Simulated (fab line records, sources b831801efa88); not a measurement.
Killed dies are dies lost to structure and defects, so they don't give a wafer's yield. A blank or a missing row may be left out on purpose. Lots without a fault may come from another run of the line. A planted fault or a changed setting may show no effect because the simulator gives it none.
Which tool did it? | flow sky130 | 13 lots, 39 wafers sampled, at 4 steps of a route of 708

WHAT THE GAUGES READ, wafer by wafer
SKY_METAL4_OVL_MEAS_14.
lot  | measured     | on         | METAL4_OVL (nm)
L670 | day 41 14:44 | overlay-01 | -6 -12 -13
L671 | day 41 18:18 | overlay-01 | 2 -2 2
L673 | day 42 13:52 | overlay-01 | -7 2 -4
L675 | day 43 17:47 | overlay-02 | 0 0 -1
L676 | day 43 18:14 | overlay-01 | 0 2 1
L678 | day 44 02:09 | overlay-02 | 6 7 -2
L677 | day 44 03:19 | overlay-01 | -7 -11 -5
L683 | day 45 22:26 | overlay-01 | -2 2 -1
L685 | day 46 05:29 | overlay-01 | -1 6 5
L686 | day 46 09:12 | overlay-02 | 2 4 4
L689 | day 46 19:47 | overlay-01 | -7 -2 -9
L692 | day 47 19:26 | overlay-01 | 0 1 -7
L693 | day 48 00:02 | overlay-01 | -7 -7 -5

SKY_METAL5_RS_MEAS_05: measures by four-point-probe.
lot  | measured     | on            | METAL5_ALCU_RS (ohm/sq)
L670 | day 42 16:56 | film_metro-04 | 0.02733 0.02733 0.02727
L671 | day 42 20:21 | film_metro-04 | 0.02667 0.0271 0.02679
L673 | day 43 14:48 | film_metro-04 | 0.02707 0.02676 0.02704
L675 | day 44 19:26 | film_metro-01 | 0.02691 0.02738 0.02728
L676 | day 44 19:56 | film_metro-02 | 0.02709 0.02669 0.027
L678 | day 45 03:21 | film_metro-01 | 0.02711 0.02698 0.02762
L677 | day 45 03:47 | film_metro-04 | 0.02675 0.02658 0.02677
L683 | day 46 21:17 | film_metro-02 | 0.02705 0.02714 0.02728
L685 | day 47 03:49 | film_metro-01 | 0.02736 0.027 0.02704
L686 | day 47 07:53 | film_metro-04 | 0.02736 0.02731 0.02709
L689 | day 47 19:14 | film_metro-04 | 0.02699 0.02756 0.02692
L692 | day 48 17:49 | film_metro-02 | 0.02644 0.02682 0.02687
L693 | day 48 20:55 | film_metro-04 | 0.02679 0.02699 0.02739

WHICH TOOL RAN EACH LOT (tool, then ch and the chambers of the sampled wafers, then the start)
lot  | SKY_LOCAL_INTERCONNECT_METAL_ETCH_14 | SKY_CAP2M_STRIP_14
L670 | rie_metal-03 ch 0,1, day 30 03:35    | plasma_asher-02 ch 0,1, day 40 13:05
L671 | rie_metal-01 ch 0,1, day 30 09:03    | plasma_asher-04 ch 0,1, day 40 17:58
L673 | rie_metal-01 ch 0,1, day 31 05:23    | plasma_asher-04 ch 0,1, day 41 13:10
L675 | rie_metal-01 ch 0,1, day 32 12:32    | plasma_asher-01 ch 0,1, day 42 18:26
L676 | rie_metal-02 ch 0,1, day 32 16:08    | plasma_asher-04 ch 1, day 42 18:44
L678 | rie_metal-01 ch 1, day 33 01:50      | plasma_asher-01 ch 0,1, day 43 02:36
L677 | rie_metal-03 ch 1, day 33 02:48      | plasma_asher-04 ch 0,1, day 43 03:45
L683 | rie_metal-03 ch 0,1, day 35 08:20    | plasma_asher-01 ch 0,1, day 45 00:13
L685 | rie_metal-02 ch 0,1, day 35 16:50    | plasma_asher-01 ch 0,1, day 45 08:11
L686 | rie_metal-03 ch 0,1, day 35 22:22    | plasma_asher-04 ch 0,1, day 45 11:49
L689 | rie_metal-02 ch 0,1, day 36 08:14    | plasma_asher-04 ch 0,1, day 45 22:14
L692 | rie_metal-01 ch 0,1, day 37 17:44    | plasma_asher-01 ch 0,1, day 46 23:05
L693 | rie_metal-02 ch 1, day 37 20:12      | plasma_asher-02 ch 0,1, day 47 03:45
- SKY_LOCAL_INTERCONNECT_METAL_ETCH_14: etches TiN in Cl2/BCl3, stops on PSG, target depth 110 nm, time 31.4 s.
- SKY_CAP2M_STRIP_14: strips in O2/N2.

WHAT THE TOOLS THEMSELVES READ (means of the sampled wafers that have a number; where no wafer has one, the mark that the record gives instead)
SKY_LOCAL_INTERCONNECT_METAL_ETCH_14.
lot  | tool         | drypump_motor_current_A (A) | oes_product_au (a.u.) | throttle_valve_pct (%)
L670 | rie_metal-03 | 6.2                         | 0.947                 | 21.899
L671 | rie_metal-01 | 6.2                         | 0.949                 | 21.901
L673 | rie_metal-01 | 5.9                         | 0.954                 | 21.899
L675 | rie_metal-01 | 5.9                         | 0.949                 | 21.888
L676 | rie_metal-02 | 6.0                         | 0.943                 | 21.904
L678 | rie_metal-01 | 6.4                         | 0.946                 | 21.890
L677 | rie_metal-03 | 6.7                         | 0.935                 | 21.906
L683 | rie_metal-03 | 6.5                         | 0.953                 | 21.896
L685 | rie_metal-02 | 6.2                         | 0.935                 | 21.906
L686 | rie_metal-03 | 6.2                         | 0.926                 | 21.914
L689 | rie_metal-02 | 6.0                         | 0.931                 | 21.898
L692 | rie_metal-01 | 6.1                         | 0.942                 | 21.909
L693 | rie_metal-02 | 6.4                         | 0.945                 | 21.907

SKY_CAP2M_STRIP_14.
lot  | tool            | drypump_motor_current_A (A) | oes_product_au (a.u.) | strip_time_to_endpoint_s (s)
L670 | plasma_asher-02 | 5.7                         | 0.711                 | 12.70
L671 | plasma_asher-04 | 6.7                         | 0.711                 | 12.67
L673 | plasma_asher-04 | 6.6                         | 0.708                 | 12.76
L675 | plasma_asher-01 | 5.7                         | 0.711                 | 12.69
L676 | plasma_asher-04 | 6.7                         | 0.712                 | 12.69
L678 | plasma_asher-01 | 5.8                         | 0.710                 | 12.69
L677 | plasma_asher-04 | 6.6                         | 0.712                 | 12.64
L683 | plasma_asher-01 | 5.8                         | 0.712                 | 12.65
L685 | plasma_asher-01 | 5.2                         | 0.711                 | 12.65
L686 | plasma_asher-04 | 6.6                         | 0.712                 | 12.68
L689 | plasma_asher-04 | 6.7                         | 0.711                 | 12.69
L692 | plasma_asher-01 | 5.2                         | 0.709                 | 12.71
L693 | plasma_asher-02 | 5.7                         | 0.713                 | 12.68

THE ANSWER, worked out from the rows above alone
Rule: what is usual is taken from the lots themselves. Put in order of their means at a reading, lots are off if they are a third of the lots or fewer, leave a main group of 4 or more, and stand apart from it by a gap of 3 or more times the standard deviation of the main group's means; of several such gaps the widest counts. A main group whose means are all the same, to the digits that the tables above print for the reading, isn't used. A lot without any number at a reading at which 4 lots or more have one is off too. The other lots that the step has rows for count as sound. The gauges are gone through in route order, then the tools' own readings, and for those a lot's mean is taken as printed above. The first step at which some lot is off is used, and at that step the reading that is off furthest; a lot without a number counts as furthest.
No lot is off at any reading shown: from this, nothing can be told.

WHAT THE SIMULATOR HAD PUT IN
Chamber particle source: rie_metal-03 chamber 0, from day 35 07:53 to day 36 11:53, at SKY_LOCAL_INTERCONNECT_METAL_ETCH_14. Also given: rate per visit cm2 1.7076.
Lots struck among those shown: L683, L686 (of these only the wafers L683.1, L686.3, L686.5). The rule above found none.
